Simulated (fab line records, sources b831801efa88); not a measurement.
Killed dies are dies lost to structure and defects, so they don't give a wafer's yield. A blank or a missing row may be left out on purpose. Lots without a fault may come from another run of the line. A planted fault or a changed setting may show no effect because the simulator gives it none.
Problem report in the 8D (eight disciplines) form, filled by code | flow sky130 | the parts of the form that need people (team, actions taken, sign-off) are left out

1. THE PROBLEM
killed_at_M4_up at SKY_PAD_OPEN_PROBE_99 reads a mean of 62.8 on 6 wafers of 2 lots; wafers without a fault read 3.4 with a standard deviation of 1.7. That is +35 standard deviations from the usual mean.
First seen on wafer L714.1, day 50 07:02, on prober-01. The record holds 30 wafers of 10 lots with a number at this step. Rule for "out", or "out of limits": more than 4 standard deviations from the usual mean. The other wafers with a number count as sound.

2. WHAT IT IS AND WHAT IT IS NOT
question                    | is                                                                                                    | is not
which readings at this step | killed_at_M4_up, defect_limited_yield, killed_dies, sort_bin_3_pad_short, sort_n_pass, sort_yield_pct | killed_at_M0_to_M3, killed_at_contacts, killed_at_front_end, killed_at_other, killed_open, killed_short, sort_bin_6_memory
which lots                  | L714, L716                                                                                            | L697, L698, L700, L701, L705, L706, L707, L708
which wafers of those lots  | all that have a number                                                                                | -
read on which tools         | prober-01                                                                                             | prober-02
when                        | from day 50 07:02                                                                                     | up to then (24 sound wafers)

3. SUSPECTS, AND WHAT RULES EACH OUT
Counting: a tool at a process step up to the reading stays a suspect if it ran every lot that is out and no sound lot after the first of them.
- wet_bench-04 at SKY_VIA4_STRIP_14 (strips in post etch residue remover, time 1200 s): kept. It ran every lot that is out, first L714 (day 47 19:09), and no sound lot after that; its last sound lot up to then is L707 (day 45 09:59).
- prober-01 at SKY_PAD_OPEN_PROBE_99: kept. It ran every lot that is out, first L714 (day 50 07:02), and no sound lot after that; its last sound lot up to then is L705 (day 49 15:03). Its own readings are out on those wafers: defect_limited_yield, killed_at_M4_up, killed_dies, sort_bin_3_pad_short, sort_n_pass, sort_yield_pct.
Left after counting: wet_bench-04 at SKY_VIA4_STRIP_14, prober-01 at SKY_PAD_OPEN_PROBE_99.

4. THE CAUSE (what the simulator had put in)
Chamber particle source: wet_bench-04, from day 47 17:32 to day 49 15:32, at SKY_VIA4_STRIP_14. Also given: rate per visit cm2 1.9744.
Counting left 2 suspects, and this tool is among them.

5. THE CHAIN OF EFFECTS, in route order
Each row: a reading whose mean over the struck wafers that have a number lies more than 3 standard deviations from the usual. Only readings for which the record gives a usual standard deviation are gone through. hours: the time from each lot's start at the first step in this table that gives one to its start at this step, as a median over the lots. sigmas: the change in usual standard deviations.
hours | step                  | reading              | usual  | on struck wafers | change | sigmas
0     | SKY_PAD_OPEN_PROBE_99 | defect_limited_yield | 82.6 % | 72.1             | -10.5  | -5.3
0     | SKY_PAD_OPEN_PROBE_99 | killed_at_M4_up      | 3.4    | 62.8             | +59.4  | +35
0     | SKY_PAD_OPEN_PROBE_99 | killed_dies          | 86     | 138              | +52    | +5.3
0     | SKY_PAD_OPEN_PROBE_99 | sort_bin_3_pad_short | 0.9 %  | 4.8              | +3.9   | +8.6
0     | SKY_PAD_OPEN_PROBE_99 | sort_bin_5_function  | 10.4 % | 16.4             | +6.0   | +4.3
0     | SKY_PAD_OPEN_PROBE_99 | sort_n_pass          | 406    | 354              | -52    | -5.3
0     | SKY_PAD_OPEN_PROBE_99 | sort_yield_pct       | 82.6 % | 72.1             | -10.5  | -5.3
The process steps in it:
- SKY_PAD_OPEN_PROBE_99

6. WHAT WOULD HAVE CAUGHT IT SOONER
In this record the first reading out of limits was taken at day 50 07:02, 62 hours after the fault began at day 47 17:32.
All the lots that are out (2) had begun SKY_VIA4_STRIP_14 on wet_bench-04 by day 50 07:02. A hold on the tool at that time would have spared none of them.
